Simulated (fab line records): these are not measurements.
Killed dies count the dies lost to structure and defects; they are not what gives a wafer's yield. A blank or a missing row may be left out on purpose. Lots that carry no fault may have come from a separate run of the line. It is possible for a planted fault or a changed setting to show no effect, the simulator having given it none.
A struck lot beside a sound one    flow sky130    35 out of 708 route steps
Sound: the wafers L470.1, L470.2, L470.6. Wafers struck: L479.2, L479.3, L479.4. The cause is given at the end.
Per side, at each step with rows, come the tool, then ch with its chambers, and then its first start. Under that, the readings that differ: sound wafers    struck wafers    difference of the means    sigmas: that difference in standard deviations of wafers without a fault.
alike: readings with means less than 2 such deviations apart, plus words and numbers identical on both sides. not compared: withheld readings, readings lacking a value on some wafer, bounds such as >300 that could conceal the same value, and numbers that have no deviation in the record and whose values overlap.
A row with sigmas, a row that says differs or no value, or rows on one side alone: a step with any of these is where the two part. Non-overlapping numbers with no deviation appear without sigmas and do not part them. A reading that every wafer of one side lacks parts them only if that side has two wafers or more.

first, 4 steps without rows for these wafers: SKY_METAL5_SOFTBAKE_10 (time 60 s); SKY_METAL5_EXPOSE_11 (exposes mask MM5, target cd 1600 nm); SKY_METAL5_PEB_12; SKY_METAL5_DEVELOP_13 (develop time 60 s).
SKY_METAL5_DESCUM_14: chemistry O2, time 11 s.
  sound on rie_metal-02 ch 0,1, day 43 22:47; struck on rie_metal-02 ch 0,1, day 46 11:59
  alike: drypump_motor_current_A, oes_product_au
  not compared: rf_hours_counter_h
SKY_METAL5_METAL_ETCH_15: etches the open film in Cl2/BCl3, stops on SiO2, target depth 1260 nm, time 252 s.
  sound on rie_metal-02 ch 0,1, day 43 22:50; struck on rie_metal-02 ch 0,1, day 46 12:01
  alike: drypump_motor_current_A, oes_product_au, throttle_valve_pct
  not compared: rf_hours_counter_h
SKY_METAL5_STRIP_16: strips in O2/N2.
  sound on plasma_asher-02 ch 0,1, day 43 23:08; struck on plasma_asher-01 ch 0,1, day 46 12:16
  alike: drypump_motor_current_A, oes_product_au, strip_time_to_endpoint_s
  not compared: rf_hours_counter_h
then, 3 steps without rows for these wafers: SKY_METAL5_STRIP_17 (strips in post etch residue remover, time 1200 s); SKY_METAL5_CLEAN_18 (cleans in IPA, time 180 s); SKY_METAL5_CLEAN_19 (cleans in O3/DIW).
SKY_PASSIVATION_CVD_00: deposits SiO2, target thk 90 nm.
  sound on pecvd-01 ch 0,1,2, day 43 23:49; struck on pecvd-03 ch 0,1,2, day 46 12:51
  alike: heater_power_w
SKY_PASSIVATION_THK_MEAS_01:
  sound on film_metro-02 at day 43 23:50; struck on film_metro-02 at day 46 12:53
  alike: PASSIVATION_CVD_00_THK
SKY_PASSIVATION_CVD_02: deposits Si3N4, target thk 540 nm.
  sound on pecvd-02 ch 0,1,2, day 43 23:54; struck on pecvd-02 ch 0,1,2, day 46 12:56
reading                                        sound            struck             difference  sigmas
model.Si3N4_of_PASSIVATION_CVD_02.thk_nm (nm)  542 538.8 542.8  474.4 478.9 484.1  -62.1       
  alike: heater_power_w
SKY_PASSIVATION_THK_MEAS_03:
  sound on film_metro-03 at day 44 00:07; struck on film_metro-03 at day 46 13:10
reading                      sound        struck       difference  sigmas
PASSIVATION_CVD_02_THK (nm)  542 539 543  475 479 484  -62         -10
then, 7 steps without rows for these wafers: SKY_PASSIVATION_DEHYDRATE_04 (time 60 s); SKY_PASSIVATION_HMDS_05 (prime time 60 s); SKY_PASSIVATION_COAT_06 (resist thk 3000 nm); SKY_PASSIVATION_SOFTBAKE_07; SKY_PASSIVATION_EXPOSE_08 (exposes mask NSM, target cd 3000 nm); SKY_PASSIVATION_PEB_09; SKY_PASSIVATION_DEVELOP_10 (develop time 60 s).
SKY_PASSIVATION_ETCH_11: etches the open film in CF4/O2, stops on AlCu, target depth 725 nm, time 161.1 s.
  sound on rie_diel-02 ch 0,2,3, day 44 22:23; struck on rie_diel-04 ch 0,1,3, day 47 09:17
reading                                  sound              struck             difference  sigmas
oes_product_au (a.u.)                    0.980 0.976 0.978  0.924 0.923 0.940  -0.049      -8
model.etch.depth_nm (nm)                 704.9 702.8 707.3  638.3 642.1 648.1  -62.2       
model.PASSIVATION.feature_depth_nm (nm)  704.9 702.8 707.3  638.3 642.1 648.1  -62.2       
  alike: drypump_motor_current_A, throttle_valve_pct
  not compared: rf_hours_counter_h
then, 8 steps without rows for these wafers: SKY_PASSIVATION_STRIP_12 (strips in O2/N2); SKY_PAD_OPEN_DEHYDRATE_00 (time 60 s); SKY_PAD_OPEN_HMDS_01 (prime time 60 s); SKY_PAD_OPEN_COAT_02 (resist thk 3000 nm); SKY_PAD_OPEN_SOFTBAKE_03; SKY_PAD_OPEN_EXPOSE_04 (exposes mask PDM, target cd 60000 nm); SKY_PAD_OPEN_PEB_05; SKY_PAD_OPEN_DEVELOP_06 (develop time 60 s).
SKY_PAD_OPEN_ETCH_07: etches the open film in CF4/O2, stops on AlCu, target depth 725 nm, time 161.1 s.
  sound on rie_diel-01 ch 0,2,3, day 45 19:36; struck on rie_diel-03 ch 1,2,3, day 48 03:44
reading                               sound              struck             difference  sigmas
oes_product_au (a.u.)                 0.974 0.974 0.982  0.929 0.939 0.937  -0.042      -7
throttle_valve_pct (%)                5.967 5.974 5.991  5.953 5.961 5.938  -0.027      -3
model.etch.depth_nm (nm)              704.9 702.8 707.3  638.3 642.1 648.1  -62.2       
model.PAD_OPEN.feature_depth_nm (nm)  704.9 702.8 707.3  638.3 642.1 648.1  -62.2       
  alike: drypump_motor_current_A
  not compared: rf_hours_counter_h
SKY_PAD_OPEN_STRIP_08: strips in O2/N2.
  sound on plasma_asher-03 ch 0,1, day 45 19:43; struck on plasma_asher-03 ch 0,1, day 48 03:50
reading                       sound              struck             difference  sigmas
strip_time_to_endpoint_s (s)  37.23 37.24 37.28  37.05 37.02 37.01  -0.22       -2
  alike: drypump_motor_current_A, oes_product_au
  not compared: rf_hours_counter_h
SKY_PAD_OPEN_STRIP_09: strips in post etch residue remover, time 1200 s.
  sound on wet_bench-03 ch 2, day 45 19:49; struck on wet_bench-03 ch 1, day 48 03:56
reading                                        sound              struck           difference  sigmas
model.Si3N4_of_PASSIVATION_CVD_02.thk_nm (nm)  541.6 538.4 542.5  474 478.6 483.7  -62         
then, 1 step without rows for these wafers: SKY_PAD_OPEN_CLEAN_10 (cleans in IPA, time 180 s).
SKY_PAD_OPEN_PROBE_99:
  sound on prober-02 at day 45 21:55; struck on prober-01 at day 48 06:06
  alike: defect_limited_yield, killed_at_M0_to_M3, killed_at_M4_up, killed_at_contacts, killed_at_front_end, killed_at_other, killed_dies, killed_on_rim, killed_open, killed_short, sort_bin_3_pad_short, sort_bin_5_function, sort_bin_6_memory, sort_n_pass, sort_yield_pct

WHERE THEY PART
At SKY_PASSIVATION_THK_MEAS_03 first; at SKY_PAD_OPEN_STRIP_08 last (within this record only). Later steps at which nothing parts them and some readings are alike: SKY_PAD_OPEN_PROBE_99.

WHY: whatever the simulator had introduced
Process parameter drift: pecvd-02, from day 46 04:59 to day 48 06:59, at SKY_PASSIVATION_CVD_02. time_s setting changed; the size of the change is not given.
